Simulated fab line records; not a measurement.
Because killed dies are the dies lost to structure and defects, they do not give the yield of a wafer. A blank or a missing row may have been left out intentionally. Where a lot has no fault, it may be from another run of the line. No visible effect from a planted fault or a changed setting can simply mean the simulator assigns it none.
Chamber matching | flow sky130 | SKY_POLY_CUT_ETCH_11 on rie diel-04: 4 sister chambers
The step etches Si3N4 in CF4/CH2F2/Ar, stops on poly-Si, time 42.5 s, target depth 60 nm. 8 wafers are shown with their chamber, then 10 later ones without.

## WAFERS, EACH WITH ITS CHAMBER
wafer  | chamber | oes product au (a.u.) | throttle valve pct (%)
L340.5 | 1       | 0.824                 | 15.004
L341.4 | 0       | 0.818                 | 14.978
L346.3 | 1       | 0.826                 | 14.987
L354.2 | 3       | 0.839                 | 14.997
L354.3 | 2       | 0.840                 | 15.004
L354.6 | 3       | 0.831                 | 14.983
L355.2 | 0       | 0.826                 | 14.999
L355.3 | 2       | 0.831                 | 14.989

## WAFERS WHOSE CHAMBER IS MISSING
wafer  | oes product au (a.u.) | throttle valve pct (%)
L355.4 | 0.832                 | 14.986
L356.2 | 0.817                 | 14.978
L356.5 | 0.823                 | 14.999
L356.6 | 0.823                 | 14.987
L357.4 | 0.810                 | 14.996
L357.5 | 0.816                 | 14.988
L357.6 | 0.807                 | 15.001
L358.1 | 0.833                 | 14.970
L358.3 | 0.842                 | 14.994
L358.6 | 0.837                 | 14.996

## WHICH CHAMBER EACH ONE RAN IN
wafer  | from the rows above               | in truth
L355.4 | can't be placed: 3 or 2 or 1 or 0 | 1
L356.2 | can't be placed: 0 or 1           | 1
L356.5 | can't be placed: 1 or 0 or 2 or 3 | 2
L356.6 | can't be placed: 0 or 1           | 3
L357.4 | can't be placed: 0 or 1           | 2
L357.5 | can't be placed: 0 or 1           | 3
L357.6 | can't be placed: 0 or 1           | 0
L358.1 | can't be placed: 3 or 2 or 1 or 0 | 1
L358.3 | can't be placed: 2 or 3           | 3
L358.6 | can't be placed: 2 or 3           | 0
Correctly placed: 0 of 10. Not placeable from these rows: 10 (in 6, the candidates include the true chamber). 0 placed wrongly.
How it was worked out, from the rows above alone: a wafer's distance from a chamber is the root of the sum, over the readings, of the square of ((its reading less the chamber's mean) divided by the reading's scatter). If the next closest chamber is less than 2 further off than the closest, the wafer can't be placed; otherwise it belongs to the closest. Each chamber's mean is taken over the wafers shown for it. How the scatter is found: for the shown wafers, subtract from each reading the mean of its chamber, square and add these, divide the total by (wafers less chambers), then take the root.
